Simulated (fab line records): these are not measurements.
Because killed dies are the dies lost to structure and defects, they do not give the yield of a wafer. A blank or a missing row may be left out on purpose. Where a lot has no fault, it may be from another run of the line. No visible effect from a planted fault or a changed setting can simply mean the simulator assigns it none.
Lot-split experiment + flow sky130 + route with 708 steps; 5 lots, 23 wafers read

## THE SPLIT
At SKY_SD_N_DEVELOP_06 (develop time 60 s), the setting develop time s was moved away from the recipe's 60 s on 7 of the 23 wafers read, by -6.4% to +14.1%. The other wafers ran this setting at the recipe's value.

Split to reading: the file shows no intervening step.

## THE READING
cd nm (nm) at SKY_SD_N_CD_MEAS_07, where the cd target is 380 nm. A value of 379.0 nm with a standard deviation of 2.3 nm is what fault-free wafers of this fab line usually give.

| wafer  | tool, chamber at the split | develop time s as run, s | against the recipe | cd nm, nm | against lot-mates on the recipe |
|--------|----------------------------|--------------------------|--------------------|-----------|---------------------------------|
| L074.1 | litho track-02, 0          | 60                       | recipe             | 378.7     | -                               |
| L074.2 | litho track-02, 0          | 56.16                    | -6.4%              | 373.0     | -5.8                            |
| L074.3 | litho track-02, 0          | 60                       | recipe             | 378.1     | -                               |
| L074.5 | litho track-02, 0          | 56.16                    | -6.4%              | 371.5     | -7.3                            |
| L074.6 | litho track-02, 0          | 60                       | recipe             | 379.6     | -                               |
| L075.1 | litho track-02, 0          | 68.48                    | +14.1%             | 387.4     | +11.6                           |
| L075.3 | litho track-02, 0          | 60                       | recipe             | 377.5     | -                               |
| L075.4 | litho track-02, 0          | 60                       | recipe             | 374.5     | -                               |
| L075.5 | litho track-02, 0          | 60                       | recipe             | 375.3     | -                               |
| L075.6 | litho track-02, 0          | 68.48                    | +14.1%             | 387.6     | +11.8                           |
| L076.1 | litho track-04, 0          | 60                       | recipe             | 381.9     | -                               |
| L076.2 | litho track-04, 0          | 60                       | recipe             | 382.5     | -                               |
| L076.5 | litho track-04, 0          | 60                       | recipe             | 379.8     | -                               |
| L083.1 | litho track-03, 0          | 60                       | recipe             | 380.6     | -                               |
| L083.2 | litho track-03, 0          | 60                       | recipe             | 381.0     | -                               |
| L083.3 | litho track-03, 0          | 60                       | recipe             | 379.9     | -                               |
| L083.4 | litho track-03, 0          | 60                       | recipe             | 380.3     | -                               |
| L083.5 | litho track-03, 0          | 60                       | recipe             | 378.1     | -                               |
| L085.1 | litho track-02, 0          | 66.97                    | +11.6%             | 392.4     | +10.8                           |
| L085.2 | litho track-02, 0          | 66.97                    | +11.6%             | 390.3     | +8.7                            |
| L085.3 | litho track-02, 0          | 60                       | recipe             | 381.0     | -                               |
| L085.4 | litho track-02, 0          | 66.97                    | +11.6%             | 393.9     | +12.3                           |
| L085.6 | litho track-02, 0          | 60                       | recipe             | 382.2     | -                               |

FIT RESULTS
A straight line over all 23 wafers: cd nm changes by +0.872 nm for each +1% of develop time s; r = +0.89; the points scatter about the line by 2.7 nm.
The same after taking each lot's own level away (the mean of its wafers on the recipe; 23 wafers): +0.892 nm for each +1%; r = +0.98; scatter 1.1 nm.
On that fit, the largest move of develop time s shifts the reading by 13 nm.
From 375.77 to 381.60 nm: that is the span of the lots' own levels, equal to 2.5 times the standard deviation above.
The two slopes are in agreement: the lot-to-lot level therefore moves the slope only a little.
Check: for one of the wafers moved furthest among these (+14.1%), held out of the fit, the line's prediction against its lot-mates is +12.7 nm. Against them it came out at +11.6 nm.

## OTHER SPLITS ON THESE WAFERS
Note: prior to the reading, these wafers also went through further splits. Each is held against what the fit with the lots' levels taken away leaves over:
| other split on the same wafers | wafers away from the commonest value | r with cd nm (lot level and that fit taken away) |
|--------------------------------|--------------------------------------|--------------------------------------------------|
| SKY_SD_P_IMPLANT_09 dose cm2   | 6                                    | +0.28                                            |

## FILE'S OWN FIT
cd nm changes by +0.879 nm for each +1% of develop time s, r = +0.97.
